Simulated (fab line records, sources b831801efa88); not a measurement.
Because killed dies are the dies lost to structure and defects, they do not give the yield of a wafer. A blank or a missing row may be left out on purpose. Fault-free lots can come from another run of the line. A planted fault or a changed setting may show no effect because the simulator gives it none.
Struck lot and sound lot, side by side + flow sky130 + 15 steps out of a route of 708
Sound: wafers L439.2, L439.3, L439.5. Struck: wafer L442.1 (left out: L442.5, a lot-mate that was not struck); the cause follows at the end.
Each step with rows lists, per side, the tool, then ch with its chambers, then its first start. Under that, the readings that differ: sound wafers + struck wafers + difference of the means + sigmas: that difference in standard deviations of wafers without a fault.
alike: a reading whose means differ by less than 2 such deviations, as well as words and numbers matching on both sides. not compared: withheld readings; readings where some wafer has no value; bounds like >300 that might hide an equal value; numbers whose values overlap and for which the record gives no deviation.
The two part at a step that has a row with sigmas, a row that says differs or no value, or rows on one side only. Numbers that don't overlap but have no deviation are shown without sigmas and don't part them. A reading missing from all wafers of one side parts the sides only when that side holds two or more wafers.

SKY_LOCAL_INTERCONNECT_THK_MEAS_02: measures by xrf.
  sound on film metro-03, day 30 12:17; struck on film metro-01, day 31 06:26
  alike: LOCAL_INTERCONNECT_TIN_THK
then, 8 steps without rows for these wafers: SKY_LOCAL_INTERCONNECT_DEHYDRATE_03 (time 60 s); SKY_LOCAL_INTERCONNECT_HMDS_04 (prime time 60 s); SKY_LOCAL_INTERCONNECT_COAT_05 (resist thk 60 nm); SKY_LOCAL_INTERCONNECT_COAT_06 (resist thk 450 nm); SKY_LOCAL_INTERCONNECT_SOFTBAKE_07 (time 90 s); SKY_LOCAL_INTERCONNECT_EXPOSE_08 (exposes mask LI1M, target cd 170 nm); SKY_LOCAL_INTERCONNECT_PEB_09; SKY_LOCAL_INTERCONNECT_DEVELOP_10 (develop time 60 s).
SKY_LOCAL_INTERCONNECT_CD_MEAS_11: the cd target is 170 nm.
  sound on cd sem-01, day 31 14:42; struck on cd sem-01, day 32 08:42
  alike: cd nm
SKY_LOCAL_INTERCONNECT_OVL_MEAS_12:
  sound on overlay-01, day 31 14:49; struck on overlay-02, day 32 08:49
  alike: LOCAL_INTERCONNECT_OVL
SKY_LOCAL_INTERCONNECT_ETCH_13: etches BARC in N2/H2, stops on SiO2, time 45.9 s, target depth 60 nm.
  sound on rie metal-03 ch 0,1, day 31 14:50; struck on rie metal-04 ch 0, day 32 08:51
  alike: drypump motor current A, he backside leak sccm, oes product au, run length s, throttle valve pct
  not compared: rf hours counter h
SKY_LOCAL_INTERCONNECT_METAL_ETCH_14: etches TiN in Cl2/BCl3, stops on PSG, target depth 110 nm, time 31.4 s.
  sound on rie metal-03 ch 0,1, day 31 14:54; struck on rie metal-04 ch 0, day 32 08:55
| reading                                                   | sound                | struck | difference | sigmas |
|-----------------------------------------------------------|----------------------|--------|------------|--------|
| oes product au (a.u.)                                     | 0.929 0.940 0.939    | 0.901  | -0.035     | -4     |
| run length s (s)                                          | 59.75 59.57 59.33    | 61.49  | +1.94      | +7     |
| throttle valve pct (%)                                    | 21.912 21.906 21.911 | 21.939 | +0.029     | +3     |
| model.KrF-thick_of_LOCAL_INTERCONNECT_COAT_06.thk nm (nm) | 347.2 347.5 347.2    | 346    | -1         |        |
  alike: drypump motor current A, he backside leak sccm
  not compared: rf hours counter h
SKY_LOCAL_INTERCONNECT_STRIP_15: strips in O2/N2.
  sound on plasma asher-04 ch 0,1, day 31 14:57; struck on plasma asher-03 ch 0, day 32 08:58
  alike: drypump motor current A, oes product au, strip time to endpoint s
  not compared: rf hours counter h
-- here the record skips 15 days between the struck wafers' starts before and after, leaving off in module LOCAL_INTERCONNECT and picking up in module PAD_OPEN (first step shown: number 708 of the route) --
SKY_PAD_OPEN_PROBE_99:
  sound on prober-01, day 46 20:01; struck on prober-02, day 47 09:37
| reading            | sound     | struck | difference | sigmas |
|--------------------|-----------|--------|------------|--------|
| killed at contacts | 22 37 37  | 20     | -12        | -2     |
| killed dies        | 91 106 94 | 71     | -26        | -3     |
| killed open        | 55 63 59  | 35     | -24        | -3     |
  alike: killed_at_M0_to_M3, killed_at_M4_up, killed at front end, killed at other, killed short

== WHERE THEY PART ==
First at SKY_LOCAL_INTERCONNECT_METAL_ETCH_14; last, within this record, at SKY_PAD_OPEN_PROBE_99.

WHY: what had been put in by the simulator
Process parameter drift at SKY_LOCAL_INTERCONNECT_METAL_ETCH_14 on rie metal-04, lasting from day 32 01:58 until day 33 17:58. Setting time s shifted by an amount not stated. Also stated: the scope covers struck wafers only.
